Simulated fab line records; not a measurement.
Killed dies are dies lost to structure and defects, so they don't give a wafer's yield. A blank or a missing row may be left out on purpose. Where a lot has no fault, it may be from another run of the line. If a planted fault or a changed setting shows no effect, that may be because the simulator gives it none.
Comparing a struck lot with a sound one ; flow sfqLine ; 14 out of 325 route steps
Sound: these wafers, L297.4, L297.5, L297.6. Wafers L309.1, L309.2, L309.3 were the ones struck. The cause is named last.
Each step with rows lists, per side, the tool, then ch with its chambers, then its first start. Under that, the readings that differ: sound wafers ; struck wafers ; difference of the means ; sigmas: that difference in standard deviations of wafers without a fault.
alike: same words and numbers on both sides, and readings whose means sit less than 2 such deviations apart. not compared: any withheld reading, any reading some wafer has no value for, any bound like >300 that may hide the same value, and any number with overlapping values for which the record gives no deviation.
The two part at a step that has a row with sigmas, a row that says differs or no value, or rows on one side only. When numbers do not overlap yet have no deviation, they are printed without sigmas and do not part them. A reading that every wafer of one side lacks parts them only if that side has two wafers or more.

SFQ_M0_OVL_MEAS_906:
  sound on overlay-02 at day 8 20:10; struck on overlay-01 at day 11 10:56
  alike: M0_OVL
SFQ_TRILAYER_M0_BARC_OPEN_METAL_ETCH_031: etches BARC in O2, target depth 125 nm, time 41.7 s.
  sound on rieMetal-03 ch 0,1, day 8 20:12; struck on rieMetal-01 ch 0,1, day 11 10:59
  alike: drypumpMotorCurrentA, oesProductAu
  not compared: rfHoursCounterH
SFQ_TRILAYER_M0_ETCH_METAL_ETCH_024: etches Nb in Cl2/Ar, stops on SiO2, target depth 240 nm, time 120 s.
  sound on rieMetal-03 ch 0,1, day 8 20:17; struck on rieMetal-01 ch 0,1, day 11 11:02
  alike: drypumpMotorCurrentA, oesProductAu
  not compared: rfHoursCounterH
SFQ_TRILAYER_M0_STRIP_STRIP_025: strips in O2.
  sound on rieMetal-03 ch 0,1, day 8 20:34; struck on rieMetal-01 ch 0,1, day 11 11:10
  alike: drypumpMotorCurrentA, oesProductAu
  not compared: rfHoursCounterH
then, 1 step without rows for these wafers: SFQ_TRILAYER_M0_STRIP_SOLV_CLEAN_026 (cleans in NMP, time 600 s).
SFQ_TRILAYER_I0_DEP_PECVD_027: deposits SiO2 from SiH4/N2O, time 111.11 s, target thk 500 nm.
  sound on pecvd-02 ch 0,1,2, day 8 21:11; struck on pecvd-02 ch 0,1,2, day 11 11:56
  alike: heaterPowerW, throttleValvePct
SFQ_TRILAYER_I0_CMP_CMP_028: polishes SiO2.
  sound on cmp-02 ch 0,3, day 9 07:09; struck on cmp-01 ch 0,2,3, day 11 20:33
  alike: motorCurrentA, timeToEndpointS
SFQ_I0_BOW_MEAS_907:
  sound on filmMetro-03 at day 9 10:13; struck on filmMetro-04 at day 11 23:03
  alike: I0_BOW
then, 4 steps without rows for these wafers: SFQ_TRILAYER_I0_METRO_MEASURE_029; SFQ_TRILAYER_I0_VIA_LITHO_COAT_036 (resist thk 62 nm); SFQ_TRILAYER_I0_VIA_LITHO_COAT_031 (resist thk 650 nm); SFQ_TRILAYER_I0_VIA_LITHO_SOFTBAKE_035.
SFQ_TRILAYER_I0_VIA_LITHO_EXPOSE_032: exposes mask I0, target cd 500 nm.
  sound on krfScanner-01 ch 0, day 11 02:06; struck on krfScanner-01, day 13 17:49
  no value came back on the struck wafers for exposureDoseMJCm2, focusOffsetNm (nm), sigmaOuter; on the sound wafers exposureDoseMJCm2 reads 21.288 21.297 21.302
  alike: mask
then, 1 step without rows for these wafers: SFQ_TRILAYER_I0_VIA_LITHO_PEB_034 (peb time 60 s).

WHERE THEY PART
Within this record, at SFQ_TRILAYER_I0_VIA_LITHO_EXPOSE_032 only.

WHY: what had been put in by the simulator
At SFQ_TRILAYER_I0_VIA_LITHO_EXPOSE_032, the step was skipped entirely on krfScanner-01 from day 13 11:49 on. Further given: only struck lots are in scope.
